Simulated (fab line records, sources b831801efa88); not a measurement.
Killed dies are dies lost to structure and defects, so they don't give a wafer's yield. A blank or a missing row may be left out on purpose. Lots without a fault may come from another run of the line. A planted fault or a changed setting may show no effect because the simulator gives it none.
fab line records | flow gf180mcu
record lots=24 wafers=72 last_day=34
route steps=602 shown VT_IMPLANT@111 V1@359 V2@384 V3@433 V5@558
lots that met no fault: from a run of the same line without faults
start_h: hours from the record's first day to the start of the lot's first wafer shown | wait_h: hours since the lot's step before | " the same as in the row above | L1.1+2: a row that stands for several wafers | - no value, or no start given | * or withheld: withheld | < > ~ a bound
route shown NAME@n: a module of which the file shows steps, and the number in the route of the first | usual: mean/standard deviation of fault-free wafers | same: alike in all rows | chamber/n: place in a boat | sites: the reading at each site | _std_site: their standard deviation | _edge_site: outer sites' mean less inner sites' | radius_mm: how far each site lies from the wafer's centre | mask NAME#n: copy n | behind: the tool/chamber that last shaped the wafer | hold: why the lot was held/for how many hours/how that ended | device: the transistor (n, p or np) that didn't switch | end of line: the same wafers' tests at the end of the route | a step without rows: its recipe alone | killed: dies lost to structure and defects at the first sort, not the wafer's yield | map: a wafer's dies, x killed, . not, _ none there
set.NAME: the setting as run; set.NAME@STEP: as run at that earlier step | model.NAME: the simulator's own value behind a step, which no gauge read
steps of the route over a sample of lots; a table a step, a row a wafer
services: from which hour (start_h, from the record's first day; less than 0 if before it) a tool's chamber was out of use, for how many hours, and why
## steps
# step GF_VT_IMPLANT_TW_MEAS_21
# usual VT_IMPLANT_2_TW=1220/6.7
# columns lot.wafer tool chamber start_h wait_h VT_IMPLANT_2_TW
L074.3 film_metro-01 - 126.55 0.1 1215
L074.4 " - " " 1216
L074.5 " - " " 1214
L075.2 film_metro-04 - 133.23 0.1 1244
L075.4 " - " " 1237
L075.6 " - " " 1243
L076.1 film_metro-02 - 141.22 0.1 1237
L076.2 " - " " 1229
L076.4 " - " " 1226
L077.1 film_metro-02 - 147.27 0.1 1217
L077.3 " - " " 1218
L077.5 " - " " 1216
L078.2 film_metro-02 - 153.59 0.1 1212
L078.3 " - " " 1214
L078.5 " - " " 1208
L079.1 film_metro-02 - 160.97 0.1 1219
L079.4 " - " " 1215
L079.6 " - " " 1211
L080.1 film_metro-02 - 166.37 0.1 1213
L080.2 " - " " 1210
L080.4 " - " " 1217
L081.2 film_metro-01 - 171.88 0.1 1213
L081.3 " - " " 1217
L081.4 " - " " 1215
L082.1 film_metro-02 - 178.62 0.1 1223
L082.4 " - " " 1223
L082.6 " - " " 1215
L083.3 film_metro-01 - 185.04 0.1 1218
L083.4 " - " " 1220
L083.6 " - " " 1216
L084.1 film_metro-02 - 189.88 0.1 1224
L084.5 " - " " 1222
L084.6 " - " " 1215
L085.1 film_metro-02 - 195.62 0.1 1220
L085.2 " - " " 1219
L085.4 " - " " 1227
L086.2 film_metro-01 - 200.34 0.1 1214
L086.3 " - " " 1225
L086.4 " - " " 1214
L087.1 film_metro-04 - 210.08 0.1 1221
L087.2 " - " " 1226
L087.5 " - " " 1219
L088.1 film_metro-01 - 212.27 0.1 1210
L088.2 " - " " 1222
L088.5 " - " " 1214
L089.3 film_metro-02 - 219.40 0.1 1217
L089.4 " - " " 1216
L089.6 " - " " 1222
L090.4 film_metro-04 - 225.20 0.1 1219
L090.5 " - " " 1224
L090.6 " - " " 1225
L091.2 film_metro-02 - 229.58 0.1 1225
L091.4 " - " " 1221
L091.5 " - " " 1219
L092.3 film_metro-02 - 236.34 0.1 1217
L092.4 " - " " 1214
L092.5 " - " " 1216
L093.3 film_metro-01 - 242.99 0.1 1219
L093.5 " - " " 1218
L093.6 " - " " 1212
L094.2 film_metro-04 - 246.34 0.1 1226
L094.3 " - " " 1231
L094.5 " - " " 1222
L095.1 film_metro-04 - 255.22 0.1 1220
L095.2 " - " " 1223
L095.3 " - " " 1227
L096.2 film_metro-02 - 260.83 0.1 1213
L096.5 " - " " 1212
L096.6 " - " " 1222
L097.2 film_metro-02 - 267.28 0.1 1218
L097.4 " - " " 1217
L097.6 " - " " 1229
# step GF_V1_RS_MEAS_24
# recipe thk_meas_gauge=four-point-probe reads=W_of_V1_CVD_23+TiN_of_V1_SPUTTER_22+Ti_of_V1_SPUTTER_21
# usual V1_W_RS=0.330/0.0053
# columns lot.wafer tool chamber start_h wait_h V1_W_RS[ohm/sq]
L074.3 film_metro-04 - 413.98 0.1 0.329
L074.4 " - " " 0.324
L074.5 " - " " 0.322
L075.2 film_metro-04 - 430.45 0.1 0.331
L075.4 " - " " 0.331
L075.6 " - " " 0.332
L076.1 film_metro-04 - 447.84 0.1 0.331
L076.2 " - " " 0.331
L076.4 " - " " 0.333
L077.1 film_metro-03 - 448.00 0.1 0.326
L077.3 " - " " 0.320
L077.5 " - " " 0.316
L078.2 film_metro-02 - 456.02 0.1 0.334
L078.3 " - " " 0.336
L078.5 " - " " 0.333
L079.1 film_metro-03 - 470.19 0.1 0.338
L079.4 " - " " 0.337
L079.6 " - " " 0.341
L080.1 film_metro-04 - 470.71 0.1 0.328
L080.2 " - " " 0.323
L080.4 " - " " 0.323
L081.2 film_metro-02 - 484.88 0.1 0.330
L081.3 " - " " 0.328
L081.4 " - " " 0.329
L082.1 film_metro-04 - 502.04 0.1 0.332
L082.4 " - " " 0.320
L082.6 " - " " 0.324
L084.1 film_metro-02 - 503.26 0.1 0.320
L084.5 " - " " 0.319
L084.6 " - " " 0.329
L083.3 film_metro-03 - 503.55 0.1 0.333
L083.4 " - " " 0.334
L083.6 " - " " 0.334
L085.1 film_metro-04 - 518.15 0.1 0.332
L085.2 " - " " 0.331
L085.4 " - " " 0.333
L086.2 film_metro-02 - 519.38 0.1 0.333
L086.3 " - " " 0.329
L086.4 " - " " 0.330
L087.1 film_metro-03 - 539.61 0.1 0.322
L087.2 " - " " 0.336
L087.5 " - " " 0.331
L088.1 film_metro-02 - 541.32 0.1 0.332
L088.2 " - " " 0.335
L088.5 " - " " 0.332
L089.3 film_metro-03 - 553.42 0.1 0.319
L089.4 " - " " 0.330
L089.6 " - " " 0.320
L090.4 film_metro-03 - 554.52 0.1 0.327
L090.5 " - " " 0.335
L090.6 " - " " 0.322
L091.2 film_metro-04 - 558.10 0.1 0.331
L091.4 " - " " 0.324
L091.5 " - " " 0.336
L092.3 film_metro-04 - 566.15 0.1 0.333
L092.4 " - " " 0.332
L092.5 " - " " 0.333
L094.2 film_metro-03 - 576.34 0.1 0.324
L094.3 " - " " 0.327
L094.5 " - " " 0.332
L093.3 film_metro-04 - 580.72 0.1 0.331
L093.5 " - " " 0.335
L093.6 " - " " 0.334
L095.1 film_metro-03 - 582.87 0.1 0.329
L095.2 " - " " 0.323
L095.3 " - " " 0.321
L096.2 film_metro-04 - 592.66 0.1 0.334
L096.5 " - " " 0.331
L096.6 " - " " 0.337
L097.2 film_metro-03 - 595.75 0.1 0.329
L097.4 " - " " 0.330
L097.6 " - " " 0.329
# step GF_V2_CVD_02
# recipe material=SiO2 target_thk_nm=850 precursor=TEOS temp_c=400 time_s=94.851 rf_w=600
# usual heater_power_w=681/110
# same time_s=94.851
# columns lot.wafer tool chamber start_h wait_h heater_power_w
L074.3 pecvd-02 2 439.38 0.0 560
L074.4 " 2 " " 620
L074.5 " 1 " " 746
L075.2 pecvd-04 2 456.83 0.0 961
L075.4 " 0 " " 753
L075.6 " 2 " " 1021
L076.1 pecvd-04 2 473.78 0.1 839
L076.2 " 1 " " 513
L076.4 " 2 " " 939
L077.1 pecvd-02 2 473.82 0.1 708
L077.3 " 0 " " 635
L077.5 " 2 " " 539
L078.2 pecvd-02 2 481.85 0.0 555
L078.3 " 1 " " 665
L078.5 " 2 " " 624
L079.1 pecvd-02 1 496.53 0.1 602
L079.4 " 1 " " 685
L079.6 " 0 " " 606
L080.1 pecvd-01 1 496.65 0.1 686
L080.2 " 0 " " 715
L080.4 " 1 " " 705
L081.2 pecvd-04 2 509.44 0.0 1044
L081.3 " 0 " " 711
L081.4 " 1 " " 549
L082.1 pecvd-01 2 526.55 0.1 706
L082.4 " 1 " " 639
L082.6 " 2 " " 742
L084.1 pecvd-04 2 527.64 0.1 856
L084.5 " 0 " " 700
L084.6 " 1 " " 442
L083.3 pecvd-01 0 528.06 0.0 662
L083.4 " 2 " " 721
L083.6 " 0 " " 729
L085.1 pecvd-04 0 541.65 0.1 762
L085.2 " 1 " " 576
L085.4 " 0 " " 612
L086.2 pecvd-01 1 543.95 0.0 631
L086.3 " 2 " " 684
L086.4 " 0 " " 781
L087.1 pecvd-02 0 563.70 0.1 646
L087.2 " 1 " " 750
L087.5 " 2 " " 641
L088.1 pecvd-01 1 564.38 0.1 613
L088.2 " 0 " " 744
L088.5 " 1 " " 660
L089.3 pecvd-02 1 576.42 0.0 655
L089.4 " 2 " " 545
L089.6 " 1 " " 689
L090.4 pecvd-04 1 577.17 0.1 574
L090.5 " 0 " " 717
L090.6 " 2 " " 989
L091.2 pecvd-01 2 581.38 0.0 687
L091.4 " 1 " " 705
L091.5 " 0 " " 765
L092.3 pecvd-02 2 588.99 0.0 581
L092.4 " 1 " " 688
L092.5 " 0 " " 643
L094.2 pecvd-01 1 598.68 0.0 653
L094.3 " 2 " " 704
L094.5 " 1 " " 677
L093.3 pecvd-01 2 603.08 0.0 740
L093.5 " 1 " " 700
L093.6 " 0 " " 816
L095.1 pecvd-02 2 605.78 0.1 606
L095.2 " 1 " " 700
L095.3 " 0 " " 665
L096.2 pecvd-01 2 614.86 0.0 610
L096.5 " 0 " " 804
L096.6 " 2 " " 683
L097.2 pecvd-02 2 616.44 0.0 624
L097.4 " 2 " " 668
L097.6 " 0 " " 657
# step GF_V2_SPUTTER_21
# recipe material=Ti target_thk_nm=15 chamber_pressure_pa=5 power_w=2500 substrate_temp_c=200 time_s=80.02
# usual throttle_valve_pct=30.0/1
# same time_s=80.02
# columns lot.wafer tool chamber start_h wait_h throttle_valve_pct
L074.3 pvd_sputter-01 - 464.76 0.0 31.5
L074.4 " - " " 27.5
L074.5 " - " " 30.1
L075.2 pvd_sputter-02 - 481.71 0.0 29.7
L075.4 " - " " 30.5
L075.6 " - " " 30.5
L077.1 pvd_sputter-02 - 498.36 0.0 29.9
L077.3 " - " " 30.3
L077.5 " - " " 29.2
L076.1 pvd_sputter-01 - 498.41 0.0 29.5
L076.2 " - " " 30.2
L076.4 " - " " 31.8
L078.2 pvd_sputter-01 - 507.28 0.0 29.9
L078.3 " - " " 27.3
L078.5 " - " " 30.0
L079.1 pvd_sputter-02 - 520.67 0.0 30.3
L079.4 " - " " 29.1
L079.6 " - " " 29.0
L080.1 pvd_sputter-01 - 521.42 0.0 27.6
L080.2 " - " " 30.2
L080.4 " - " " 30.3
L081.2 pvd_sputter-03 - 534.00 0.0 31.1
L081.3 " - " " 30.8
L081.4 " - " " 30.0
L082.1 pvd_sputter-03 - 550.05 0.0 30.7
L082.4 " - " " 28.8
L082.6 " - " " 30.2
L084.1 pvd_sputter-02 - 551.46 0.0 29.8
L084.5 " - " " 30.7
L084.6 " - " " 30.3
L083.3 pvd_sputter-03 - 552.11 0.0 29.7
L083.4 " - " " 30.6
L083.6 " - " " 30.6
L085.1 pvd_sputter-03 - 564.57 0.0 30.8
L085.2 " - " " 29.9
L085.4 " - " " 28.6
L086.2 pvd_sputter-02 - 566.60 0.0 30.7
L086.3 " - " " 29.9
L086.4 " - " " 30.4
L087.1 pvd_sputter-02 - 585.90 0.0 29.3
L087.2 " - " " 30.7
L087.5 " - " " 30.2
L088.1 pvd_sputter-01 - 587.37 0.0 30.0
L088.2 " - " " 27.5
L088.5 " - " " 29.9
L089.3 pvd_sputter-02 - 598.76 0.0 30.8
L089.4 " - " " 30.5
L089.6 " - " " 29.7
L090.4 pvd_sputter-02 - 599.71 0.0 30.3
L090.5 " - " " 30.8
L090.6 " - " " 29.2
L091.2 pvd_sputter-01 - 603.47 0.0 27.6
L091.4 " - " " 30.0
L091.5 " - " " 27.6
L092.3 pvd_sputter-03 - 610.43 0.0 29.9
L092.4 " - " " 30.8
L092.5 " - " " 31.0
L094.2 pvd_sputter-03 - 620.74 0.0 29.9
L094.3 " - " " 30.6
L094.5 " - " " 28.8
L093.3 pvd_sputter-02 - 624.47 0.0 29.6
L093.5 " - " " 29.8
L093.6 " - " " 30.6
L095.1 pvd_sputter-03 - 627.02 0.0 31.4
L095.2 " - " " 30.8
L095.3 " - " " 30.0
L096.2 pvd_sputter-01 - 636.52 0.0 30.3
L096.5 " - " " 30.5
L096.6 " - " " 27.6
L097.2 pvd_sputter-02 - 637.97 0.0 29.3
L097.4 " - " " 29.9
L097.6 " - " " 30.8
# step GF_V3_CMP_04
# recipe material=SiO2 down_force_psi=4 platen_rpm=60 pad_velocity_m_s=0.94248
# usual motor_current_A=12.0/1.2 time_to_endpoint_s=83/5.9
# columns lot.wafer tool chamber start_h wait_h motor_current_A time_to_endpoint_s
L074.3 cmp-01 1 490.22 0.1 11.8 94
L074.4 " 3 " " 12.4 87
L074.5 " 1 " " 11.2 95
L075.4 cmp-01 1 507.96 0.1 11.7 94
L075.2 " 2 " " 9.8 86
L075.6 " 0 " " 10.5 93
L077.1 cmp-01 3 523.34 0.1 12.1 90
L077.3 " 1 " " 11.1 99
L077.5 " 2 " " 10.1 91
L076.1 cmp-01 3 523.91 0.1 12.1 88
L076.4 " 0 " " 10.2 93
L076.2 " 2 " " 10.1 83
L078.3 cmp-02 0 532.78 0.1 11.4 84
L078.2 " 1 " " 11.9 77
L078.5 " 2 " " 13.7 83
L079.4 cmp-01 0 545.12 0.0 10.5 96
L079.1 " 3 " " 13.0 87
L079.6 " 0 " " 11.2 88
L080.1 cmp-02 2 546.11 0.1 13.7 83
L080.2 " 3 " " 13.5 86
L080.4 " 0 " " 11.1 80
L081.4 cmp-02 2 559.15 0.1 13.1 90
L081.3 " 3 " " 13.6 77
L081.2 " 0 " " 11.2 76
L082.1 cmp-02 3 574.38 0.3 13.9 76
L082.4 " 0 " " 11.4 90
L082.6 " 2 " " 13.2 80
L084.1 cmp-02 0 575.61 0.2 11.6 80
L084.6 " 1 " " 11.5 85
L084.5 " 2 " " 13.1 88
L083.3 cmp-02 2 575.91 0.1 13.4 82
L083.4 " 3 " " 13.4 83
L083.6 " 1 " " 11.9 84
L085.1 cmp-02 0 587.65 0.1 11.7 76
L085.4 " 1 " " 12.8 82
L085.2 " 2 " " 13.8 84
L086.3 cmp-01 0 589.93 0.0 11.0 74
L086.2 " 1 " " 11.8 80
L086.4 " 2 " " 10.8 75
L087.1 cmp-02 1 608.42 0.1 12.0 76
L087.2 " 3 " " 13.4 74
L087.5 " 2 " " 14.3 88
L088.2 cmp-02 0 609.60 0.1 11.4 75
L088.1 " 1 " " 12.3 74
L088.5 " 3 " " 13.4 75
L089.4 cmp-01 2 620.79 0.1 10.4 77
L089.3 " 3 " " 12.4 76
L089.6 " 1 " " 10.9 89
L090.4 cmp-02 3 622.87 0.1 13.6 83
L090.5 " 1 " " 12.4 88
L090.6 " 2 " " 12.7 86
L091.4 cmp-01 3 625.71 0.0 13.3 85
L091.2 " 0 " " 10.7 75
L091.5 " 3 " " 12.7 83
L092.3 cmp-01 1 632.71 0.1 12.1 83
L092.4 " 2 " " 10.4 87
L092.5 " 1 " " 12.2 86
L094.2 cmp-01 2 642.11 0.0 10.9 77
L094.3 " 1 " " 12.2 83
L094.5 " 2 " " 10.1 80
L093.3 cmp-01 2 647.06 0.0 9.7 80
L093.6 " 2 " " 10.0 89
L093.5 " 3 " " 12.3 87
L095.2 cmp-01 0 649.13 0.0 10.8 77
L095.1 " 2 " " 10.5 74
L095.3 " 3 " " 13.0 75
L096.2 cmp-01 0 658.06 0.1 10.7 86
L096.5 " 2 " " 10.2 80
L096.6 " 3 " " 13.4 87
L097.2 cmp-02 1 659.48 0.1 11.9 74
L097.4 " 2 " " 13.7 81
L097.6 " 3 " " 13.4 76
# step GF_V5_STRIP_18
# recipe chemistry=O2/N2 power_w=1400 pressure_mtorr=1500 platen_temp_c=250 o2_flow_sccm=3000 n2_flow_sccm=300 overash_fraction=0.5
# usual drypump_motor_current_A=5.9/0.37 heater_power_w=325/35 n2_flow_sccm=300.0/0.95 oes_product_au=0.568/0.0052
# columns lot.wafer tool chamber start_h wait_h drypump_motor_current_A heater_power_w n2_flow_sccm oes_product_au rf_hours_counter_h
L074.3 plasma_asher-02 1 628.52 - 5.7 330 299.8 0.556 -
L074.4 " 0 " " 5.5 372 299.7 0.563 -
L074.5 " 1 " " 5.8 325 299.9 0.565 -
L075.2 plasma_asher-04 0 644.76 - 6.4 272 299.5 0.568 53
L075.4 " 0 " " 6.5 272 300.5 0.570 -
L075.6 " 0 " " 6.4 268 300.7 0.566 -
L077.1 plasma_asher-02 0 656.71 - 5.5 385 299.2 0.562 22
L077.3 " 0 " " 5.5 383 298.2 0.560 -
L077.5 " 1 " " 5.7 333 300.1 0.568 -
L076.1 plasma_asher-04 0 657.06 - 6.4 274 298.4 0.570 55
L076.2 " 1 " " 5.7 325 300.9 0.574 55
L076.4 " 0 " " 6.4 276 299.1 0.558 -
L078.2 plasma_asher-04 0 664.99 - 6.4 273 298.7 0.556 56
L078.3 " 1 " " 5.7 326 299.1 0.567 -
L078.5 " 1 " " 5.7 319 298.7 0.566 -
L079.1 plasma_asher-02 0 675.53 - 5.5 384 300.1 0.584 24
L079.4 " 1 " " 5.8 334 300.7 0.567 -
L079.6 " 1 " " 5.8 334 301.1 0.566 -
L080.1 plasma_asher-03 1 676.23 - 6.5 321 299.6 0.568 108
L080.2 " 0 " " 5.7 321 300.5 0.575 108
L080.4 " 0 " " 5.7 311 300.1 0.569 -
L081.2 plasma_asher-04 1 688.28 - 5.7 322 299.8 0.567 58
L081.3 " 1 " " 5.7 321 299.5 0.573 -
L081.4 " 0 " " 6.5 274 300.4 0.573 -
L082.1 plasma_asher-02 0 700.53 - 5.5 377 299.3 0.559 26
L082.4 " 0 " " 5.5 374 298.1 0.565 -
L082.6 " 0 " " 5.5 374 299.2 0.568 -
L084.1 plasma_asher-02 0 701.96 - 5.5 384 298.8 0.566 26
L084.5 " 0 " " 5.5 375 299.6 0.565 -
L084.6 " 1 " " 5.7 335 299.4 0.567 -
L083.3 plasma_asher-02 0 704.49 - 5.5 385 299.3 0.577 -
L083.4 " 1 " " 5.7 338 301.1 0.573 -
L083.6 " 1 " " 5.7 325 300.9 0.574 -
L085.1 plasma_asher-04 1 711.53 - 5.7 326 300.6 0.563 61
L085.2 " 0 " " 6.5 277 301.9 0.562 61
L085.4 " 1 " " 5.7 312 302.6 0.570 -
L086.2 plasma_asher-03 0 714.27 - 5.7 318 301.8 0.576 112
L086.3 " 1 " " 6.4 319 300.7 0.570 -
L086.4 " 0 " " 5.7 311 301.2 0.558 -
L087.1 plasma_asher-04 1 730.91 - 5.7 326 299.4 0.568 63
L087.2 " 0 " " 6.5 270 298.9 0.571 63
L087.5 " 1 " " 5.7 331 300.0 0.571 -
L088.1 plasma_asher-03 1 731.26 - 6.5 318 300.5 0.564 113
L088.2 " 0 " " 5.7 314 299.6 0.569 113
L088.5 " 1 " " 6.5 323 300.6 0.572 -
L089.3 plasma_asher-02 1 740.54 - 5.7 335 301.2 0.564 -
L089.4 " 0 " " 5.5 386 299.3 0.569 -
L089.6 " 0 " " 5.5 378 298.4 0.572 -
L090.4 plasma_asher-04 1 744.79 - 5.7 324 298.7 0.564 -
L090.5 " 0 " " 6.5 276 299.9 0.566 -
L090.6 " 1 " " 5.7 316 299.5 0.567 -
L091.2 plasma_asher-03 1 745.94 - 6.5 316 298.8 0.558 0
L091.4 " 1 " " 6.5 308 299.0 0.567 -
L091.5 " 0 " " 5.7 331 300.0 0.578 -
L092.3 plasma_asher-04 1 751.89 - 5.7 321 300.2 0.558 -
L092.4 " 0 " " 6.4 270 301.1 0.574 -
L092.5 " 1 " " 5.7 319 300.8 0.575 -
L094.2 plasma_asher-02 1 758.28 - 5.7 333 300.4 0.570 33
L094.3 " 0 " " 5.5 384 300.9 0.558 -
L094.5 " 1 " " 5.7 336 300.3 0.562 -
L093.3 plasma_asher-04 0 762.92 - 6.5 271 300.8 0.570 -
L093.5 " 0 " " 6.4 272 301.3 0.572 -
L093.6 " 1 " " 5.7 322 299.8 0.563 -
L095.1 plasma_asher-02 1 765.63 - 5.7 328 301.5 0.560 33
L095.2 " 0 " " 5.5 374 302.0 0.569 33
L095.3 " 1 " " 5.7 339 299.6 0.565 -
L096.2 plasma_asher-04 1 773.66 - 5.7 326 300.0 0.569 68
L096.5 " 0 " " 6.4 267 301.0 0.569 -
L096.6 " 1 " " 5.7 308 299.1 0.573 -
L097.2 plasma_asher-02 1 774.03 - 5.7 335 298.8 0.577 34
L097.4 " 1 " " 5.8 331 299.3 0.571 -
L097.6 " 1 " " 5.7 334 299.4 0.572 -
## services
# columns tool chamber start_h hours kind
plasma_asher-02 - 421.25 9.0 pm
plasma_asher-02 - 426.74 2.2 repair
cmp-02 - 428.88 0.3 repair
cmp-01 - 431.62 1.0 repair
cmp-01 - 448.92 0.7 repair
cmp-01 - 451.94 0.4 repair
cmp-01 - 462.48 7.2 pm
cmp-02 - 492.15 1.1 repair
cmp-01 - 498.77 2.7 repair
cmp-02 - 520.85 1.4 repair
cmp-02 - 522.21 6.6 pm
cmp-01 - 531.33 4.9 pm
plasma_asher-02 - 539.37 14.6 pm
cmp-01 - 572.30 4.0 pm
cmp-01 - 576.29 0.9 repair
cmp-02 - 606.41 1.4 repair
cmp-01 - 639.19 0.8 repair
cmp-01 - 647.52 1.1 repair
cmp-02 - 674.58 2.5 repair
cmp-01 - 684.29 1.9 repair
cmp-01 - 703.56 0.4 repair
cmp-02 - 744.28 4.0 pm
cmp-01 - 759.00 0.2 repair
cmp-01 - 772.79 3.3 repair
## key
fault none
